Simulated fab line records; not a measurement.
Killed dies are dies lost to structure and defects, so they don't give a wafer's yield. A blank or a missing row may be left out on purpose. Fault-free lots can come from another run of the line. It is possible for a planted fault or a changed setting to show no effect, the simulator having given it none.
Problem report, 8D (eight disciplines) form, completed by code / flow gf180mcu / the parts of the form that need people (team, actions taken, sign-off) are left out

== 1. WHAT IS WRONG ==
M1_ALCU_RS at GF_M1_RS_MEAS_05 reads a mean of 0.0744 ohm/sq on 1 wafer of 1 lot; wafers without a fault read 0.0693 ohm/sq with a standard deviation of 0.00098. That puts it +5.2 standard deviations away from the usual mean.
The step: measures by four-point-probe.
The first sign was on wafer L834.3 at day 20 23:12, on film_metro-01. Wafers with a number at this step in the record: 33, from 11 lots. The rule behind "out" and "out of limits": a value lying over 4 standard deviations away from the usual mean. The rest of the wafers with a number are treated as sound.

== 2. WHAT IT IS, WHAT IT ISN'T ==
question=which readings at this step | is=M1_ALCU_RS | is not=-
question=which lots | is=L834 | is not=L821, L822, L824, L825, L829, L840, L841, L842, L843, L844
question=which wafers of those lots | is=L834.3 | is not=L834.1, L834.2
question=read on which gauges | is=film_metro-01 | is not=film_metro-02, film_metro-04
question=when | is=from day 20 23:12 | is not=up to then (17 sound wafers); but 15 sound wafers of L840, L841, L842, L843, L844 came after

== 3. THE SUSPECTS, EACH WITH WHAT RULES IT OUT ==
Counting: if a tool at a process step up to the reading ran every lot that is out, it stays a suspect. Sound lots after the first of them don't rule it out here, since some wafers of a struck lot are sound.
- the gauge at GF_M1_RS_MEAS_05 has been ruled out. All the wafers that are out were read on film_metro-01, but those of them that GF_M1_SPUTTER_02 has rows for are out there too, on other tools.
- rtp_anneal-01 at GF_SALICIDE_RTA_06 (time 30 s): kept. The lot that is out, L834, ran on it at day 19 20:43; the last sound lot it ran before that was L829, at day 17 22:08.
- pecvd-01 at GF_CONTACT_CVD_02 (deposits SiO2 from TEOS, target thk 860 nm, time 95.992 s): kept. The lot that is out, L834, ran on it at day 19 21:07; the last sound lot it ran before that was L829, at day 17 22:32.
- pvd_sputter-02 at GF_M1_SPUTTER_02 (material AlCu, target thk 450 nm, time 23.9 s): kept. The lot that is out, L834, ran on it at day 20 23:07; the last sound lot it ran before that was L829, at day 19 00:23. On those wafers its own readings are out: chamber_pressure_pa.
- At GF_CONTACT_CVD_02, inside pecvd-01: chamber 2 took the wafers that are out, while their sound lot-mates went through chambers 0, 1.
rtp_anneal-01 at GF_SALICIDE_RTA_06, pecvd-01 at GF_CONTACT_CVD_02 and pvd_sputter-02 at GF_M1_SPUTTER_02 are what is left after counting.

== 4. THE CAUSE (what the simulator had put in) ==
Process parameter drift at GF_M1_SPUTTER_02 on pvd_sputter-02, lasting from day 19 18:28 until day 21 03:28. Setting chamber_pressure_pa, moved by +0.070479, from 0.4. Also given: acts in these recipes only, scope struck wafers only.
This tool is one of the 3 suspects left after counting.

== 5. THE CHAIN OF EFFECTS, in route order ==
Rows list readings where the struck wafers' mean (over those with a number) sits beyond 3 standard deviations from the usual. Readings are gone through only where the record gives a usual standard deviation; hours: the median, over the lots, of the time from a lot's start at the first step in this table giving one to that lot's start at this step; sigmas: the change measured in usual standard deviations.
hours=0; step=GF_M1_SPUTTER_02; reading=chamber_pressure_pa; usual=0.3999 Pa; on struck wafers=0.4713; change=+0.0714; sigmas=+88
hours=0; step=GF_M1_RS_MEAS_05; reading=M1_ALCU_RS; usual=0.0693 ohm/sq; on struck wafers=0.0744; change=+0.0051; sigmas=+5.2
hours=0; step=GF_M1_THK_MEAS_06; reading=M1_ALCU_THK; usual=453 nm; on struck wafers=427; change=-26; sigmas=-3.7
hours=24; step=GF_M1_CD_MEAS_14; reading=cd_nm; usual=229.7 nm; on struck wafers=233.5; change=+3.8; sigmas=+3.5
Process steps it contains:
- GF_M1_SPUTTER_02: material AlCu, target thk 450 nm, time 23.9 s.

== 6. WHAT WOULD HAVE CAUGHT IT SOONER ==
The first out-of-limits reading at a measuring or inspecting step in this record came at day 20 23:12, 29 hours after the fault's start at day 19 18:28.
Tool's own readings at GF_M1_SPUTTER_02, chamber_pressure_pa: out on all struck wafers the step has rows for; an alarm limit on them would have tripped on the first.
By day 20 23:12 the whole set of lots that are out, 1 in number, had already begun GF_M1_SPUTTER_02 on pvd_sputter-02. A hold on the tool at that time would have spared none of them.
